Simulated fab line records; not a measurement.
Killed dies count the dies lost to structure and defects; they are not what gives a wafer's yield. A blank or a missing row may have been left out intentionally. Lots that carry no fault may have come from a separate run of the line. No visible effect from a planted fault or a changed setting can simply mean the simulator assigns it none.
2 desks looking at one fault / flow gf180mcu / each desk holds nothing but its own numbers, with what lay behind them at the end

== METROLOGY DESK ==
What the gauges read, lot by lot, whatever tool the lot ran on: means of the sampled wafers that have a number. Marked OUT: a lot whose mean sits more than 4 standard deviations from the usual mean, which makes it out of limits; the brackets give that distance.
Columns: A = HV_LDD_RS at GF_HV_LDD_RS_MEAS_53, usual 417.9 ohm/sq; B = HV_LDD_CVD_54_THK at GF_HV_LDD_THK_MEAS_55, usual 10.00 nm; C = HV_LDD_CVD_56_THK at GF_HV_LDD_THK_MEAS_57, usual 90.3 nm
lot=L336; first seen here=day 15 03:43; A=418.6; B=10.05; C=91.7
lot=L340; first seen here=day 16 13:56; A=418.7; B=10.14; C=91.9
lot=L345; first seen here=day 18 01:56; A=416.7; B=9.90; C=90.8
lot=L346; first seen here=day 18 09:47; A=418.7; B=9.93; C=90.4
lot=L348; first seen here=day 19 03:28; A=418.3; B=9.93; C=89.4
lot=L350; first seen here=day 19 21:30; A=418.8; B=9.82; C=90.2
This desk found nothing out of limits on any of the 6 lots.

== THE TOOL OWNER'S DESK: iline stepper-02 ==
The tool's own readings at GF_NSD_EXPOSE_04 (exposes mask Nplus, target cd 400 nm): means of the sampled wafers that have a number, for each lot that ran on this tool. Marked OUT: a lot whose mean sits more than 4 standard deviations from the usual mean, which makes it out of limits; the brackets give that distance.
Columns: A = exposure dose mJ cm2 at GF_NSD_EXPOSE_04, usual 139.97
lot=L340; first seen here=day 17 04:03; A=140.06
lot=L345; first seen here=day 18 16:53; A=140.02
lot=L346; first seen here=day 19 00:06; A=139.95
This desk found nothing out of limits on any of the 3 lots.

== ALL TOGETHER ==
Metrology desk: nothing out of limits seen.
Nothing out of limits was seen by the tool owner's desk.

== WHAT WAS PUT IN BY THE SIMULATOR ==
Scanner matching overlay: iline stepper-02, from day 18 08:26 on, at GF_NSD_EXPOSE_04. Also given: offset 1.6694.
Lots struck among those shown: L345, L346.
